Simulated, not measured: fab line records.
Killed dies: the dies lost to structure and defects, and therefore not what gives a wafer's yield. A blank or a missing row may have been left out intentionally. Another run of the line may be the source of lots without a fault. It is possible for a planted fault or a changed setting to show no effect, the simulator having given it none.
Chamber matching | flow sfqLine | SFQ_TRILAYER_I3_CMP_CMP_082 on cmp-02: 4 sister chambers
The step polishes SiO2. 8 wafers are shown with their chamber, then 7 later ones without.

== WAFERS, EACH WITH ITS CHAMBER ==
wafer  | chamber | motorCurrentA (A) | timeToEndpointS (s)
L297.6 | 0       | 10.2              | 216
L303.1 | 1       | 10.5              | 207
L306.5 | 1       | 10.8              | 207
L306.6 | 2       | 10.0              | 209
L313.3 | 2       | 9.5               | 208
L313.5 | 3       | 11.5              | 219
L315.4 | 0       | 10.3              | 221
L315.5 | 3       | 11.7              | 226

== WAFERS WHOSE CHAMBER IS MISSING ==
wafer  | motorCurrentA (A) | timeToEndpointS (s)
L315.6 | 10.1              | 220
L317.4 | 9.6               | 217
L317.1 | 10.7              | 215
L317.6 | 11.0              | 219
L319.4 | 10.2              | 213
L319.2 | 11.5              | 206
L319.5 | 10.5              | 220

== CHAMBER TAKEN BY EACH ==
wafer  | from the rows above          | in truth
L315.6 | 0                            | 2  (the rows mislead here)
L317.4 | can't be placed: 2 or 0      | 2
L317.1 | can't be placed: 0 or 1      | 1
L317.6 | can't be placed: 3 or 0 or 1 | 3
L319.4 | can't be placed: 0 or 2 or 1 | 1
L319.2 | can't be placed: 1 or 3      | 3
L319.5 | 0                            | 0
1 of 7 placed correctly. These rows do not allow placing 5 (true chamber among the candidates in 5). Wrongly placed: 1.
How it was worked out, from the rows above alone: a wafer's distance from a chamber is the root of the sum, over the readings, of the square of ((its reading less the chamber's mean) divided by the reading's scatter). The wafer belongs to the nearest chamber; if the next one is less than 2 further off, it can't be placed. Each chamber's mean is taken over the wafers shown for it. The scatter: take each reading less its chamber's mean, square it, sum over the shown wafers, divide by the number of wafers less the number of chambers, and take the root.
